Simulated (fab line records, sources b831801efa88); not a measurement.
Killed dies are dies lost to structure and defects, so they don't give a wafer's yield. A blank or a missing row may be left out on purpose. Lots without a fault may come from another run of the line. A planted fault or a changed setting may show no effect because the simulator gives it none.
fab line records | flow sky130
record lots=6 wafers=18 last_day=50
route steps=708 shown VIA2@510 PAD_OPEN@708
lots that met no fault: from a run of the same line without faults
start_h: hours from the record's first day to the start of the lot's first wafer shown | wait_h: hours since the lot's step before | " the same as in the row above | L1.1+2: a row that stands for several wafers | - no value, or no start given | * or withheld: withheld | < > ~ a bound
route shown NAME@n: a module of which the file shows steps, and the number in the route of the first | usual: mean/standard deviation of fault-free wafers | same: alike in all rows | chamber/n: place in a boat | sites: the reading at each site | _std_site: their standard deviation | _edge_site: outer sites' mean less inner sites' | radius_mm: how far each site lies from the wafer's centre | mask NAME#n: copy n | behind: the tool/chamber that last shaped the wafer | hold: why the lot was held/for how many hours/how that ended | device: the transistor (n, p or np) that didn't switch | end of line: the same wafers' tests at the end of the route | a step without rows: its recipe alone | killed: dies lost to structure and defects at the first sort, not the wafer's yield | map: a wafer's dies, x killed, . not, _ none there
set.NAME: the setting as run; set.NAME@STEP: as run at that earlier step | model.NAME: the simulator's own value behind a step, which no gauge read
lots at some steps of the route; a table a step, a row a wafer
services: from which hour (start_h, from the record's first day; less than 0 if before it) a tool's chamber was out of use, for how many hours, and why
## steps
# step SKY_VIA2_BOW_MEAS_03
# recipe mode=bow
# usual VIA2_BOW=85/7.4
# columns lot.wafer tool chamber start_h wait_h VIA2_BOW[um]
L452.3 film_metro-03 - 857.86 0.1 75
L452.4 " - " " 77
L452.5 " - " " 84
L454.1 film_metro-02 - 868.42 0.2 85
L454.5 " - " " 82
L454.6 " - " " 91
L459.3 film_metro-03 - 913.89 0.3 77
L459.4 " - " " 81
L459.5 " - " " 84
L464.3 film_metro-03 - 960.79 0.1 93
L464.4 " - " " 88
L464.5 " - " " 92
L466.1 film_metro-03 - 961.50 0.1 92
L466.5 " - " " 89
L466.6 " - " " 86
L469.2 film_metro-03 - 997.28 0.2 71
L469.3 " - " " 81
L469.6 " - " " 87
# step SKY_VIA2_DEHYDRATE_04
# recipe temp_c=200 time_s=60
# step SKY_VIA2_HMDS_05
# recipe prime_time_s=60 prime_temp_c=120
# step SKY_VIA2_COAT_06
# recipe resist=BARC temp_c=withheld time_s=withheld spin_rpm=3000 resist_thk_nm=60
# step SKY_VIA2_COAT_07
# recipe resist=KrF-thick spin_rpm=3000 resist_thk_nm=450
# step SKY_VIA2_SOFTBAKE_08
# recipe temp_c=100 time_s=91.75 resist=KrF-thick
# usual plate_sensor_t_centre_C=100.88/0.011 plate_sensor_t_edge_C=100.95/0.0092
# columns lot.wafer tool chamber start_h wait_h plate_sensor_t_centre_C plate_sensor_t_edge_C
L452.3 litho_track-04 0 - - 100.87 100.95
L452.4 " 0 " " 100.89 100.95
L452.5 " 0 " " 100.87 100.94
L454.1 litho_track-02 0 - - 100.90 100.97
L454.5 " 0 " " 100.88 100.96
L454.6 " 0 " " 100.90 100.95
L459.3 litho_track-03 0 - - 100.90 100.94
L459.4 " 0 " " 100.88 100.95
L459.5 " 0 " " 100.87 100.95
L464.3 litho_track-04 0 - - 100.88 100.95
L464.4 " 0 " " 100.89 100.94
L464.5 " 0 " " 100.88 100.95
L466.1 litho_track-04 0 - - 100.88 100.94
L466.5 " 0 " " 100.89 100.96
L466.6 " 0 " " 100.90 100.96
L469.2 litho_track-02 0 - - 100.87 100.96
L469.3 " 0 " " 100.87 100.96
L469.6 " 0 " " 100.88 100.96
# step SKY_VIA2_EXPOSE_09
# recipe mask_id=VIM2 na=0.8 source_shape=annular sigma_inner=0.55 sigma_outer=0.85 target_cd_nm=200 dose_mj=38
# step SKY_VIA2_PEB_10
# recipe peb_temp_c=withheld peb_time_s=withheld resist=KrF-thick
# step SKY_VIA2_DEVELOP_11
# recipe develop_time_s=60 resist=KrF-thick dev_temp_c=21
# step SKY_VIA2_CD_MEAS_12
# recipe target_cd_nm=200
# usual cd_nm=199.7/1.7
# columns lot.wafer tool chamber start_h wait_h cd_nm
L452.3 cd_sem-01 - 883.82 - 199.9
L452.4 " - " " 199.8
L452.5 " - " " 199.0
L454.1 cd_sem-01 - 894.93 - 198.2
L454.5 " - " " 198.7
L454.6 " - " " 198.0
L459.3 cd_sem-02 - 937.99 - 197.4
L459.4 " - " " 196.9
L459.5 " - " " 198.5
L464.3 cd_sem-01 - 984.47 - 201.0
L464.4 " - " " 200.4
L464.5 " - " " 201.0
L466.1 cd_sem-01 - 985.35 - 199.7
L466.5 " - " " 198.9
L466.6 " - " " 198.2
L469.2 cd_sem-02 - 1020.45 - 199.1
L469.3 " - " " 200.3
L469.6 " - " " 200.0
# step SKY_VIA2_OVL_MEAS_13
# usual VIA2_OVL=3/4.9
# columns lot.wafer tool chamber start_h wait_h VIA2_OVL[nm]
L452.3 overlay-02 - 883.91 0.1 -2
L452.4 " - " " 6
L452.5 " - " " 1
L454.1 overlay-01 - 895.05 0.1 8
L454.5 " - " " -1
L454.6 " - " " -4
L459.3 overlay-01 - 938.09 0.1 2
L459.4 " - " " 3
L459.5 " - " " -4
L464.3 overlay-01 - 984.56 0.1 11
L464.4 " - " " -2
L464.5 " - " " 11
L466.1 overlay-01 - 985.47 0.1 1
L466.5 " - " " 1
L466.6 " - " " -2
L469.2 overlay-02 - 1020.55 0.1 3
L469.3 " - " " 10
L469.6 " - " " 9
# step SKY_VIA2_ETCH_14
# recipe chemistry=N2/H2 target=BARC ion_energy_ev=200 source_w=500 bias_w=100 pressure_mtorr=30 n2_flow_sccm=100 h2_flow_sccm=200 stop_on=SiO2 time_s=45.9 target_depth_a=600
# usual bias_w=100.0/0.32 drypump_motor_current_A=5.7/0.49 oes_product_au=0.855/0.005 throttle_valve_pct=13.224/0.0085
# columns lot.wafer tool chamber start_h wait_h bias_w drypump_motor_current_A oes_product_au rf_hours_counter_h throttle_valve_pct
L452.3 rie_diel-01 2 883.93 0.0 100.4 6.2 0.855 11 13.224
L452.4 " 2 " " 100.4 6.2 0.853 - 13.228
L452.5 " 1 " " 100.1 6.3 0.867 - 13.232
L454.1 rie_diel-02 2 895.09 0.0 99.9 5.3 0.850 9 13.229
L454.5 " 0 " " 99.5 5.6 0.856 - 13.221
L454.6 " 3 " " 99.8 5.3 0.862 - 13.233
L459.3 rie_diel-02 1 938.11 0.0 100.1 4.9 0.862 2 13.223
L459.4 " 3 " " 100.0 5.3 0.863 - 13.219
L459.5 " 2 " " 100.1 5.2 0.860 - 13.207
L464.3 rie_diel-04 3 984.58 0.0 100.4 6.0 0.851 13 13.244
L464.4 " 0 " " 100.1 5.9 0.855 - 13.241
L464.5 " 3 " " 99.9 6.0 0.854 - 13.216
L466.1 rie_diel-01 1 985.51 0.0 100.1 6.3 0.858 20 13.219
L466.5 " 0 " " 100.3 5.7 0.858 - 13.234
L466.6 " 1 " " 99.6 6.3 0.848 - 13.220
L469.2 rie_diel-01 2 1020.58 0.0 99.8 6.2 0.846 15 13.214
L469.3 " 3 " " 100.4 6.2 0.854 17 13.225
L469.6 " 1 " " 100.5 6.3 0.853 - 13.222
# step SKY_VIA2_ETCH_15
# recipe target=SiO2 chemistry=C4F8/O2/Ar target_depth_nm=546 stop_on=TiN mask_material=KrF-thick source_w=1500 bias_w=1200 pressure_mtorr=40 c4f8_flow_sccm=withheld O2_flow_sccm=6 Ar_flow_sccm=300 time_s=84
# usual bias_w=1201/3.4 oes_product_au=0.939/0.0046
# columns lot.wafer tool chamber start_h wait_h bias_w oes_product_au rf_hours_counter_h
L452.3 rie_diel-01 2 883.97 0.0 1208 0.938 11
L452.4 " 2 " " 1201 0.931 -
L452.5 " 1 " " 1200 0.938 -
L454.1 rie_diel-02 2 895.13 0.0 1205 0.939 9
L454.5 " 0 " " 1202 0.948 -
L454.6 " 3 " " 1203 0.940 -
L459.3 rie_diel-02 1 938.15 0.0 1198 0.936 2
L459.4 " 3 " " 1201 0.946 -
L459.5 " 2 " " 1199 0.938 -
L464.3 rie_diel-04 3 984.62 0.0 1204 0.938 13
L464.4 " 0 " " 1200 0.945 -
L464.5 " 3 " " 1201 0.938 -
L466.1 rie_diel-01 1 985.55 0.0 1246 0.941 20
L466.5 " 0 " " 1239 0.942 -
L466.6 " 1 " " 1246 0.946 -
L469.2 rie_diel-01 2 1020.63 0.0 1247 0.934 15
L469.3 " 3 " " 1242 0.942 17
L469.6 " 1 " " 1245 0.936 -
# step SKY_VIA2_STRIP_16
# recipe chemistry=O2/N2 power_w=1400 pressure_mtorr=1500 platen_temp_c=withheld o2_flow_sccm=3000 n2_flow_sccm=300 overash_fraction=0.5
# usual drypump_motor_current_A=5.8/0.53 oes_product_au=0.399/0.0041 strip_time_to_endpoint_s=4.055/0.022
# columns lot.wafer tool chamber start_h wait_h drypump_motor_current_A oes_product_au rf_hours_counter_h strip_time_to_endpoint_s
L452.3 plasma_asher-02 0 884.07 0.1 5.0 0.399 - 4.034
L452.4 " 1 " " 6.2 0.397 - 4.089
L452.5 " 0 " " 4.9 0.398 - 4.071
L454.1 plasma_asher-02 1 895.19 0.0 6.2 0.404 73 4.032
L454.5 " 0 " " 5.0 0.403 - 4.023
L454.6 " 1 " " 6.2 0.406 - 4.051
L459.3 plasma_asher-01 1 938.25 0.1 5.9 0.400 - 4.083
L459.4 " 0 " " 5.4 0.397 - 4.063
L459.5 " 1 " " 5.9 0.398 - 4.073
L464.3 plasma_asher-03 1 984.72 0.1 5.9 0.403 - 4.050
L464.4 " 0 " " 6.5 0.401 - 4.076
L464.5 " 0 " " 6.5 0.397 - 4.051
L466.1 plasma_asher-01 1 985.62 0.0 5.9 0.397 22 4.028
L466.5 " 0 " " 5.4 0.396 - 4.006
L466.6 " 1 " " 5.9 0.400 - 4.029
L469.2 plasma_asher-02 1 1020.69 0.0 6.2 0.395 86 4.072
L469.3 " 0 " " 5.0 0.403 - 4.048
L469.6 " 0 " " 5.0 0.400 - 4.048
# step SKY_PAD_OPEN_PROBE_99
# usual defect_limited_yield=82.5/2.1 killed_at_M0_to_M3=43/6.8 killed_at_M4_up=3.2/1.7 killed_at_contacts=24/5.6 killed_at_front_end=15/4.7 killed_at_other=0.3/0.59 killed_dies=86/10 killed_open=47/6.8 killed_short=39/6.4 sort_bin_3_pad_short=0.9/0.42 sort_bin_5_function=10.5/1.6 sort_bin_6_memory=6.2/1.1 sort_n_pass=406/10 sort_yield_pct=82.5/2.1
# same gross_dies=492 killed_at_back_side=0 sort_bin_4_leakage[%]=0 sort_bin_8_speed[%]=0
# columns lot.wafer tool chamber start_h wait_h defect_limited_yield[%] killed_at_M0_to_M3 killed_at_M4_up killed_at_contacts killed_at_front_end killed_at_other killed_dies killed_open killed_short sort_bin_3_pad_short[%] sort_bin_5_function[%] sort_bin_6_memory[%] sort_n_pass sort_yield_pct[%]
L452.3 prober-01 - 1104.31 0.2 82.7 42 0 30 10 3 85 41 43 1.2 10.8 5.3 407 82.7
L452.4 prober-01 - 1104.36 0.2 79.5 59 5 23 13 1 101 54 46 1.8 12.2 6.5 391 79.5
L452.5 prober-01 - 1104.41 0.2 85.4 40 4 18 10 0 72 46 26 0.4 10.6 3.7 420 85.4
L454.1 prober-01 - 1111.35 0.1 80.5 39 6 31 18 2 96 52 41 0.8 11.0 7.7 396 80.5
L454.5 prober-01 - 1111.55 0.2 85.4 31 4 23 14 0 72 40 32 0.4 8.3 5.9 420 85.4
L454.6 prober-01 - 1111.60 0.2 79.9 53 5 28 13 0 99 49 49 1.4 10.4 8.3 393 79.9
L459.3 prober-02 - 1145.41 0.2 84.1 40 0 29 9 0 78 42 36 1.0 10.4 4.5 414 84.1
L459.4 prober-02 - 1145.46 0.2 82.7 50 1 23 11 0 85 52 33 0.2 11.6 5.5 407 82.7
L459.5 prober-02 - 1145.51 0.2 83.9 45 5 16 13 0 79 36 43 1.0 8.7 6.3 413 83.9
L466.1 prober-01 - 1183.56 0.1 85.0 41 2 17 14 0 74 45 29 0.8 9.3 4.9 418 85.0
L466.5 prober-01 - 1183.76 0.2 83.7 45 5 19 11 0 80 46 34 1.2 8.7 6.3 412 83.7
L466.6 prober-01 - 1183.81 0.2 82.3 44 1 27 14 1 87 54 33 0.8 10.8 6.1 405 82.3
L469.2 prober-01 - 1204.65 0.1 82.5 39 8 28 11 0 86 46 40 1.2 10.8 5.5 406 82.5
L469.3 prober-01 - 1204.70 0.2 83.3 44 4 24 10 0 82 49 32 0.6 9.8 6.3 410 83.3
L469.6 prober-01 - 1204.85 0.2 83.7 34 3 25 18 0 80 37 42 1.2 9.8 5.3 412 83.7
# killed by level:class
L452.3 VIA1:geometric_particle:open=10 CONTACT:geometric_particle:open=8 LOCAL_INTERCONNECT:geometric_particle:short=7 LI_CONTACT:geometric_particle:open=7 CONTACT:geometric_particle:short=6 VIA3:geometric_particle:open=6 METAL2:geometric_particle:short=6 VIA1:geometric_particle:short=5
L452.4 VIA1:geometric_particle:open=11 VIA2:geometric_particle:open=10 CONTACT:geometric_particle:open=10 METAL2:geometric_particle:short=10 VIA3:geometric_particle:open=9 METAL1:geometric_particle:short=6 POLY_GATE:geometric_particle:short=4 VIA1:geometric_particle:short=4
L452.5 VIA1:geometric_particle:open=9 VIA2:geometric_particle:open=8 CONTACT:geometric_particle:open=8 VIA1:geometric_particle:short=8 LI_CONTACT:geometric_particle:open=4 VIA3:geometric_particle:open=4 METAL1:geometric_particle:short=3 METAL2:geometric_particle:short=3
L454.1 CONTACT:geometric_particle:open=9 LI_CONTACT:geometric_particle:open=8 VIA1:geometric_particle:open=8 FIELD_ISO:geometric_particle:open=6 POLY_GATE:geometric_particle:short=5 CONTACT:geometric_particle:short=5 METAL1:geometric_particle:short=5 VIA2:geometric_particle:open=5
L454.5 CONTACT:geometric_particle:open=10 VIA1:geometric_particle:open=9 LOCAL_INTERCONNECT:geometric_particle:short=7 VIA3:geometric_particle:open=6 POLY_GATE:geometric_particle:open=4 METAL2:geometric_particle:short=4 VIA3:geometric_particle:short=4 FIELD_ISO:geometric_particle:open=3
L454.6 CONTACT:geometric_particle:open=16 METAL1:geometric_particle:short=13 VIA3:geometric_particle:open=8 VIA1:geometric_particle:open=7 FIELD_ISO:geometric_particle:open=6 LI_CONTACT:geometric_particle:short=5 VIA3:geometric_particle:short=5 METAL4:geometric_particle:short=5
L459.3 CONTACT:geometric_particle:open=11 CONTACT:geometric_particle:short=9 VIA3:geometric_particle:open=9 VIA1:geometric_particle:open=8 LI_CONTACT:geometric_particle:open=5 METAL1:geometric_particle:short=4 VIA2:geometric_particle:open=4 VIA2:geometric_particle:short=4
L459.4 VIA1:geometric_particle:open=15 CONTACT:geometric_particle:open=9 VIA2:geometric_particle:open=8 VIA1:geometric_particle:short=6 VIA3:geometric_particle:open=6 VIA3:geometric_particle:short=5 FIELD_ISO:geometric_particle:open=4 FIELD_ISO:geometric_particle:short=4
L459.5 VIA2:geometric_particle:open=8 VIA3:geometric_particle:open=7 FIELD_ISO:geometric_particle:short=6 VIA3:geometric_particle:short=6 CONTACT:geometric_particle:short=5 METAL1:geometric_particle:short=5 VIA1:geometric_particle:open=5 LOCAL_INTERCONNECT:geometric_particle:short=4
L466.1 VIA1:geometric_particle:open=9 CONTACT:geometric_particle:open=7 METAL1:geometric_particle:short=7 VIA3:geometric_particle:open=6 LI_CONTACT:geometric_particle:open=5 FIELD_ISO:geometric_particle:open=4 VIA2:geometric_particle:open=4 POLY_GATE:geometric_particle:open=4
L466.5 VIA1:geometric_particle:open=19 CONTACT:geometric_particle:short=6 VIA2:geometric_particle:open=6 LI_CONTACT:geometric_particle:open=5 FIELD_ISO:geometric_particle:open=4 METAL1:geometric_particle:short=4 CONTACT:geometric_particle:open=4 VIA1:geometric_particle:short=4
L466.6 VIA1:geometric_particle:open=12 LI_CONTACT:geometric_particle:open=8 CONTACT:geometric_particle:open=8 CONTACT:geometric_particle:short=6 SPACER:geometric_particle:open=5 METAL1:geometric_particle:short=5 METAL2:geometric_particle:short=5 VIA2:geometric_particle:short=4
L469.2 CONTACT:geometric_particle:open=12 LI_CONTACT:geometric_particle:open=8 VIA1:geometric_particle:open=7 VIA3:geometric_particle:open=6 POLY_GATE:geometric_particle:open=5 METAL1:geometric_particle:short=5 METAL4:geometric_particle:short=5 CONTACT:geometric_particle:short=4
L469.3 VIA1:geometric_particle:open=12 LI_CONTACT:geometric_particle:open=8 CONTACT:geometric_particle:open=7 METAL2:geometric_particle:short=7 LOCAL_INTERCONNECT:geometric_particle:short=5 VIA3:geometric_particle:open=5 FIELD_ISO:geometric_particle:open=4 VIA2:geometric_particle:open=4
L469.6 METAL1:geometric_particle:short=9 LI_CONTACT:geometric_particle:open=8 VIA3:geometric_particle:open=7 FIELD_ISO:geometric_particle:short=5 POLY_GATE:geometric_particle:short=5 CONTACT:geometric_particle:open=5 VIA1:geometric_particle:open=5 LOCAL_INTERCONNECT:geometric_particle:short=4
## services
# columns tool chamber start_h hours kind
rie_diel-04 1 856.06 - clean
rie_diel-04 1 856.06 18.4 scheduled_down
rie_diel-04 1 856.06 18.4 vent_cycle
plasma_asher-03 - 868.46 1.5 repair
rie_diel-02 3 878.38 3.5 repair
rie_diel-01 3 881.20 2.9 repair
plasma_asher-01 - 887.01 5.1 repair
rie_diel-04 0 906.36 2.4 repair
rie_diel-02 0 923.89 - clean
rie_diel-02 0 923.89 19.5 scheduled_down
rie_diel-02 0 923.89 19.5 vent_cycle
rie_diel-02 1 927.62 3.8 repair
plasma_asher-01 - 938.58 1.5 repair
rie_diel-01 0 953.63 3.6 repair
litho_track-02 - 955.18 - consumable_replace:filter
plasma_asher-03 - 962.74 0.6 repair
rie_diel-04 3 966.61 9.7 repair
rie_diel-04 2 979.52 9.5 repair
plasma_asher-01 - 981.27 4.0 pm
plasma_asher-03 - 986.19 2.8 pm
## key
first_sign step=SKY_VIA2_ETCH_15 reading=bias_w direction=up sigmas=13 usual=1201 struck=1244
effect none on later readings
met_at SKY_VIA2_ETCH_15
struck_wafers L466.1,L466.5,L466.6,L469.2,L469.3,L469.6
onset_between 883.97 985.55
fault kind=process_parameter_drift tool=rie_diel-01 chamber=- onset_h=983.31 steps=SKY_VIA2_ETCH_15 channel=bias_w offset=41.719 shape=step end_h=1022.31 acts_in=these_recipes_only stated=1200
